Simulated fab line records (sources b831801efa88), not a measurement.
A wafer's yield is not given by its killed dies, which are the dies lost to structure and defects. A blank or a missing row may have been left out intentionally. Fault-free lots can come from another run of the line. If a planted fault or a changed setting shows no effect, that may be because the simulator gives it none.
Which of the tools did it? ; flow sfq-line ; Sampling: 14 lots, 42 wafers, 6 of 325 route steps

== WHAT EACH GAUGE READ, for each wafer ==
SFQ_L0_RS_MEAS_901: measurement is done with a four-point probe. Usual: L0_MONX_KI_RS typically reads 43.5 ohm/sq, with standard deviation 0.49.
lot;measured;on;L0_MONX_KI_RS (ohm/sq);flag
L412;day 1 12:34;film-metro-04;42.9 43.4 42.8;
L414;day 1 22:35;film-metro-04;42.8 43.3 43.5;
L415;day 2 03:34;film-metro-03;43.7 44.4 44.0;
L416;day 2 08:35;film-metro-04;43.3 43.0 42.9;
L417;day 2 13:35;film-metro-04;44.0 43.1 44.0;
L418;day 2 18:37;film-metro-03;43.5 44.2 43.8;
L419;day 2 23:36;film-metro-04;42.9 43.6 43.1;
L420;day 3 04:36;film-metro-03;44.0 44.5 43.5;
L422;day 3 14:36;film-metro-01;44.3 43.9 43.7;
L426;day 4 10:35;film-metro-03;43.7 44.2 43.6;
L430;day 5 06:36;film-metro-04;43.6 43.3 42.9;
L431;day 5 11:34;film-metro-04;42.9 43.1 43.8;
L432;day 5 16:35;film-metro-01;43.3 43.5 43.0;
L435;day 6 07:34;film-metro-01;43.3 44.2 43.4;

SFQ_M0_RS_MEAS_904: measurement is done with a four-point probe. Usual: M0_NB_RS typically reads 0.884 ohm/sq, with standard deviation 0.013.
lot;measured;on;M0_NB_RS (ohm/sq);flag
L412;day 4 19:52;film-metro-02;0.869 0.876 0.866;
L414;day 5 07:53;film-metro-01;0.875 0.883 0.885;
L415;day 5 12:40;film-metro-01;0.903 0.903 0.909;
L416;day 5 17:29;film-metro-02;0.906 0.887 0.890;
L417;day 5 21:05;film-metro-04;0.874 0.894 0.888;
L418;day 6 05:32;film-metro-02;0.875 0.877 0.887;
L419;day 6 12:49;film-metro-02;0.874 0.883 0.873;
L420;day 6 16:25;film-metro-02;0.890 0.908 0.889;
L422;day 7 05:37;film-metro-02;0.759 0.745 0.751 0.759 0.744 0.752;OFF
L426;day 8 09:46;film-metro-02;0.753 0.758 0.745 0.754 0.759 0.746;OFF
L430;day 9 13:23;film-metro-02;0.909 0.902 0.897;
L431;day 9 20:32;film-metro-04;0.875 0.895 0.892;
L432;day 10 04:59;film-metro-04;0.883 0.885 0.880;
L435;day 14 17:20;film-metro-02;0.873 0.864 0.876;

SFQ_I0_OVL_MEAS_908. Usual: I0_OVL typically reads -1 nm, with standard deviation 6.1.
lot;measured;on;I0_OVL (nm);flag
L412;day 9 11:08;overlay-02;-8 -2 -5;
L414;day 13 15:00;overlay-02;-15 -15 -10;
L415;day 14 04:19;overlay-01;-10 -2 -10;
L416;day 14 10:20;overlay-01;3 8 15;
L417;day 14 18:44;overlay-01;-4 -3 0;
L418;day 15 12:56;overlay-02;2 4 4;
L419;day 15 23:44;overlay-02;1 -3 4;
L420;day 16 10:23;overlay-02;0 2 -2;
L422;day 17 10:23;overlay-02;-8 -7 0;
L426;day 18 14:11;overlay-02;-5 -14 -6;
L430;day 19 13:00;overlay-01;10 2 8;
L431;day 19 17:47;overlay-02;7 3 3;
L432;day 19 22:35;overlay-02;6 8 4;
L435;day 20 23:55;overlay-01;4 9 4;

== TOOL THAT RAN EACH LOT (tool first, then ch and the chambers of the sampled wafers, then the start) ==
lot;SFQ_TRILAYER_L0_VIA_STRIP_STRIP_017;SFQ_TRILAYER_M0_DEP_SPUTTER_019;SFQ_TRILAYER_M0_ETCH_METAL_ETCH_024
L412;rie-metal-02 ch 0,1, day 4 18:59;pvd-sputter-03, day 4 19:47;rie-metal-01 ch 0,1, day 8 08:13
L414;rie-metal-04 ch 0,1, day 5 06:59;pvd-sputter-04, day 5 07:47;rie-metal-01 ch 0,1, day 8 23:49
L415;rie-metal-02 ch 0,1, day 5 11:47;pvd-sputter-05, day 5 12:35;rie-metal-01 ch 0,1, day 9 07:01
L416;rie-metal-04 ch 0,1, day 5 16:35;pvd-sputter-04, day 5 17:23;rie-metal-01 ch 0,1, day 9 11:49
L417;rie-metal-04 ch 0,1, day 5 20:11;pvd-sputter-03, day 5 20:59;rie-metal-01 ch 0,1, day 9 14:13
L418;rie-metal-03 ch 0,1, day 6 04:47;pvd-sputter-04, day 6 05:23;rie-metal-01 ch 0,1, day 9 23:52
L419;rie-metal-04 ch 0,1, day 6 12:05;pvd-sputter-04, day 6 12:41;rie-metal-04 ch 0,1, day 10 10:49
L420;rie-metal-02 ch 0,1, day 6 15:41;pvd-sputter-05, day 6 16:17;rie-metal-03 ch 0,1, day 10 14:25
L422;rie-metal-04 ch 0,1, day 7 04:53;pvd-sputter-04, day 7 05:29;rie-metal-04 ch 0,1, day 11 12:44
L426;rie-metal-02 ch 0,1, day 8 08:51;pvd-sputter-04, day 8 09:39;rie-metal-03 ch 0,1, day 12 17:29
L430;rie-metal-02 ch 0,1, day 9 12:39;pvd-sputter-05, day 9 13:15;rie-metal-01 ch 0,1, day 13 11:40
L431;rie-metal-03 ch 0,1, day 9 19:39;pvd-sputter-03, day 9 20:27;rie-metal-04 ch 0,1, day 13 12:49
L432;rie-metal-04 ch 0,1, day 10 04:03;pvd-sputter-05, day 10 04:52;rie-metal-04 ch 0,1, day 13 14:01
L435;rie-metal-03 ch 0,1, day 14 16:26;pvd-sputter-04, day 14 17:14;rie-metal-03 ch 0,1, day 14 19:52
- SFQ_TRILAYER_L0_VIA_STRIP_STRIP_017: strips in O2.
- SFQ_TRILAYER_M0_DEP_SPUTTER_019: material Nb, target thk 200 nm, time 133.3 s.
- SFQ_TRILAYER_M0_ETCH_METAL_ETCH_024: etches Nb in Cl2/Ar, stops on SiO2, target depth 240 nm, time 120 s.

== WHAT THE TOOLS THEMSELVES READ (means of the sampled wafers that have a number; where no wafer has one, the mark that the record gives instead) ==
SFQ_TRILAYER_L0_VIA_STRIP_STRIP_017. Usual: drypump-motor-current-A 5.2 A, standard deviation 0.32; oes-product-au 1.001 a.u., standard deviation 0.012.
lot;tool;drypump-motor-current-A (A);oes-product-au (a.u.);flag
L412;rie-metal-02;5.0;1.002;
L414;rie-metal-04;5.2;0.999;
L415;rie-metal-02;5.3;0.993;
L416;rie-metal-04;5.1;1.009;
L417;rie-metal-04;5.2;0.999;
L418;rie-metal-03;5.4;1.005;
L419;rie-metal-04;5.2;1.009;
L420;rie-metal-02;5.4;0.997;
L422;rie-metal-04;5.1;1.016;
L426;rie-metal-02;5.0;0.995;
L430;rie-metal-02;5.0;0.995;
L431;rie-metal-03;5.3;1.001;
L432;rie-metal-04;5.2;1.013;
L435;rie-metal-03;5.4;1.005;

SFQ_TRILAYER_M0_DEP_SPUTTER_019. Usual: 30.0 % for throttle-valve-pct, sd 0.84.
lot;tool;throttle-valve-pct (%);flag
L412;pvd-sputter-03;29.5;
L414;pvd-sputter-04;30.6;
L415;pvd-sputter-05;29.7;
L416;pvd-sputter-04;29.8;
L417;pvd-sputter-03;30.3;
L418;pvd-sputter-04;30.1;
L419;pvd-sputter-04;30.5;
L420;pvd-sputter-05;29.6;
L422;pvd-sputter-04;29.8;
L426;pvd-sputter-04;30.5;
L430;pvd-sputter-05;29.6;
L431;pvd-sputter-03;30.3;
L432;pvd-sputter-05;29.4;
L435;pvd-sputter-04;29.4;

SFQ_TRILAYER_M0_ETCH_METAL_ETCH_024. Usual: drypump-motor-current-A 5.38 A, standard deviation 0.25; oes-product-au 0.898 a.u., standard deviation 0.0083.
lot;tool;drypump-motor-current-A (A);oes-product-au (a.u.);flag
L412;rie-metal-01;5.52;0.901;
L414;rie-metal-01;5.54;0.899;
L415;rie-metal-01;5.67;0.889;
L416;rie-metal-01;5.69;0.895;
L417;rie-metal-01;5.67;0.897;
L418;rie-metal-01;5.70;0.899;
L419;rie-metal-04;5.14;0.903;
L420;rie-metal-03;5.41;0.892;
L422;rie-metal-04;5.13;0.983;OFF
L426;rie-metal-03;5.34;0.984;OFF
L430;rie-metal-01;5.68;0.883;
L431;rie-metal-04;5.15;0.893;
L432;rie-metal-04;5.23;0.899;
L435;rie-metal-03;5.43;0.908;

== THE ANSWER, worked out from the rows above alone ==
Rule: take the mean of a lot's wafers that have a number; if it is more than 3 standard deviations from the usual mean, the lot is off. Also off: a lot with no number at a reading for which 4 or more lots have one. All remaining lots with rows at the step are treated as sound. Order of review: gauges by route order, followed by the tools' own readings, for which a lot's mean as printed above is used. At the first step where some lot is off, the reading lying furthest off is the one used; lots without a number count as furthest.
Off: L422, L426, at SFQ_M0_RS_MEAS_904 (M0_NB_RS).
A tool fits if, at a process step before that reading, it ran every lot that is off, and no sound lot after the first of them. Not tried: the gauges at SFQ_M0_RS_MEAS_904; whatever is off there is also off at SFQ_TRILAYER_M0_ETCH_METAL_ETCH_024, on other tools, and gauge error can't account for it. No candidate that was tried fits.

== WHAT THE SIMULATOR HAD INSERTED ==
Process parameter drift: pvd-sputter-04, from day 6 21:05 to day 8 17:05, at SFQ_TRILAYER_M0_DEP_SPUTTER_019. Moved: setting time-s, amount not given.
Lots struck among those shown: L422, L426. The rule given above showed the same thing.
